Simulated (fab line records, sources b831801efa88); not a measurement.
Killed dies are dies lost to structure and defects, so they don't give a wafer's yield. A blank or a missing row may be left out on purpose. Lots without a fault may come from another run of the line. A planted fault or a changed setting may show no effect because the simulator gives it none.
Which tool did it? | flow gf180mcu | 6 lots, 18 wafers sampled, at 3 steps of a route of 602

WHAT THE GAUGES READ, wafer by wafer
GF_MVSD_TW_MEAS_11.
lot  | measured     | on            | MVSD_TW
L917 | day 5 08:46  | film_metro-02 | 1572 1566 1569
L920 | day 6 08:10  | film_metro-02 | 1578 1559 1572
L922 | day 6 13:52  | film_metro-04 | 1581 1595 1584
L924 | day 7 18:07  | film_metro-04 | 1587 1590 1588
L931 | day 8 20:01  | film_metro-04 | 1670 1677 1674
L936 | day 10 00:41 | film_metro-03 | 1590 1598 1594

WHICH TOOL RAN EACH LOT (tool, then ch and the chambers of the sampled wafers, then the start)
lot  | GF_MVSD_IMPLANT_08              | GF_MVSD_STRIP_10
L917 | implanter-04 ch 0, day 5 08:22  | plasma_asher-04 ch 0,1, day 5 08:40
L920 | implanter-04 ch 0, day 6 07:47  | plasma_asher-02 ch 0,1, day 6 08:04
L922 | implanter-01 ch 0, day 6 13:28  | plasma_asher-04 ch 1, day 6 13:46
L924 | implanter-04 ch 0, day 7 17:43  | plasma_asher-02 ch 0,1, day 7 18:01
L931 | implanter-04 ch 0, day 8 19:37  | plasma_asher-02 ch 0,1, day 8 19:55
L936 | implanter-01 ch 0, day 10 00:19 | plasma_asher-04 ch 0,1, day 10 00:35
- GF_MVSD_IMPLANT_08
- GF_MVSD_STRIP_10: strips in O2/N2.

THE ANSWER, worked out from the rows above alone
Rule: what is usual is taken from the lots themselves. Put in order of their means at a reading, lots are off if they are a third of the lots or fewer, leave a main group of 4 or more, and stand apart from it by a gap of 3 or more times the standard deviation of the main group's means; of several such gaps the widest counts. A main group whose means are all the same, to the digits that the tables above print for the reading, isn't used. A lot without any number at a reading at which 4 lots or more have one is off too. The other lots that the step has rows for count as sound.
Off: L931, at GF_MVSD_TW_MEAS_11 (MVSD_TW). The main group: mean 1582, standard deviation 10.
A tool fits if, at a process step before that reading, it ran every lot that is off, and no sound lot after the first of them. The gauges at GF_MVSD_TW_MEAS_11 are tried like those tools. Can't be told from this: 3 tools fit, implanter-04 at GF_MVSD_IMPLANT_08, plasma_asher-02 at GF_MVSD_STRIP_10, film_metro-04 at GF_MVSD_TW_MEAS_11.

WHAT THE SIMULATOR HAD PUT IN
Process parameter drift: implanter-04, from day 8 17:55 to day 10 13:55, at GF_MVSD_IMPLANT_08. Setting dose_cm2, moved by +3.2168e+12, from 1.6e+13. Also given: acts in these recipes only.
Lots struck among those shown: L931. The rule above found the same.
